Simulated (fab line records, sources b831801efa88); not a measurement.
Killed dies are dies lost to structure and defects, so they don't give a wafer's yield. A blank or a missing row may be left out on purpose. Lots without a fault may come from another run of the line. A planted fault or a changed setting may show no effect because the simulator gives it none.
A struck lot beside a sound one | flow sky130 | 14 steps out of a route of 708
Sound: wafers L152.1, L152.2, L152.6. Struck: wafer L166.6. (L166.2, L166.3 of the same lot were not struck and are left out.) The cause comes at the end.
At each step with rows: each side's tool, then ch and its chambers, then its first start. Under that, the readings that differ: sound wafers | struck wafers | difference of the means | sigmas: that difference in standard deviations of wafers without a fault.
alike: readings whose means differ by less than 2 such deviations, and words and numbers that are the same on both sides. not compared: withheld readings, readings that some wafer has no value for, bounds like >300 that may hide the same value, and numbers for which the record gives no deviation and whose values overlap.
The two part at a step that has a row with sigmas, a row that says differs or no value, or rows on one side only. Numbers that don't overlap but have no deviation are shown without sigmas and don't part them. A reading that every wafer of one side lacks parts them only if that side has two wafers or more.

SKY_VIA1_CD_MEAS_12: target cd 150 nm.
  sound on cd_sem-01, day 35 13:58; struck on cd_sem-01, day 39 14:59
  alike: cd_nm
SKY_VIA1_OVL_MEAS_13:
  sound on overlay-02, day 35 14:05; struck on overlay-01, day 39 15:05
  alike: VIA1_OVL
then, 1 step without rows for these wafers: SKY_VIA1_ETCH_14 (etches BARC in N2/H2, stops on SiO2, time 45.9 s, target depth 60 nm).
SKY_VIA1_ETCH_15: etches SiO2 in C4F8/O2/Ar, stops on TiN, target depth 351 nm, time 54 s.
  sound on rie_diel-04 ch 1,3, day 35 14:10; struck on rie_diel-03 ch 0, day 39 15:10
  alike: oes_product_au
  not compared: rf_hours_counter_h
SKY_VIA1_STRIP_16: strips in O2/N2.
  sound on plasma_asher-03 ch 0,1, day 35 14:13; struck on plasma_asher-03 ch 0, day 39 15:12
  alike: drypump_motor_current_A, n2_flow_sccm, oes_product_au, strip_time_to_endpoint_s
  not compared: rf_hours_counter_h
then, 3 steps without rows for these wafers: SKY_VIA1_STRIP_17 (strips in post etch residue remover, time 1200 s); SKY_VIA1_CLEAN_18 (cleans in IPA, time 180 s); SKY_VIA1_CLEAN_19 (cleans in O3/DIW).
SKY_VIA1_SPUTTER_20: material TiN, target thk 20 nm, time 80 s.
  sound on pvd_sputter-02, day 35 15:09; struck on pvd_sputter-04, day 39 15:48
  alike: throttle_valve_pct
SKY_VIA1_CVD_21: deposits W, target thk 270 nm, time 80.902 s.
  sound on cvd_w-01 ch 0,1, day 35 15:13; struck on cvd_w-01 ch 0, day 39 15:52
  alike: heater_power_w
SKY_VIA1_RS_MEAS_22: measures by four-point-probe.
  sound on film_metro-04, day 35 15:18; struck on film_metro-03, day 39 15:58
  reading            | sound             | struck | difference | sigmas
  VIA1_W_RS (ohm/sq) | 0.426 0.426 0.426 | 0.416  | -0.010     | -2
SKY_VIA1_THK_MEAS_23: measures by xrf.
  sound on film_metro-04, day 35 15:25; struck on film_metro-03, day 39 16:05
  reading         | sound       | struck | difference | sigmas
  VIA1_W_THK (nm) | 271 273 272 | 280    | +8         | +2
SKY_VIA1_CMP_24: polishes, stops on SiO2, t overpolish 15 s, target thk 0 nm.
  sound on cmp-02 ch 0,3, day 35 15:32; struck on cmp-02 ch 0, day 39 16:20
  reading                | sound                | struck | difference | sigmas
  overpolish_run_s (s)   | 14.979 14.985 14.997 | 0.045  | -14.942    | -99 or more
  time_to_endpoint_s (s) | 64.2 63.4 65.3       | 106.1  | +41.8      | +15
  alike: motor_current_A
SKY_METAL2_SPUTTER_00: material Ti, target thk 15 nm, time 10 s.
  the record has rows for the sound wafers here (pvd_sputter-02, day 35 15:47) and none for the struck ones

WHERE THEY PART
First at SKY_VIA1_RS_MEAS_22; last, within this record, at SKY_METAL2_SPUTTER_00.

WHY: what the simulator had put in
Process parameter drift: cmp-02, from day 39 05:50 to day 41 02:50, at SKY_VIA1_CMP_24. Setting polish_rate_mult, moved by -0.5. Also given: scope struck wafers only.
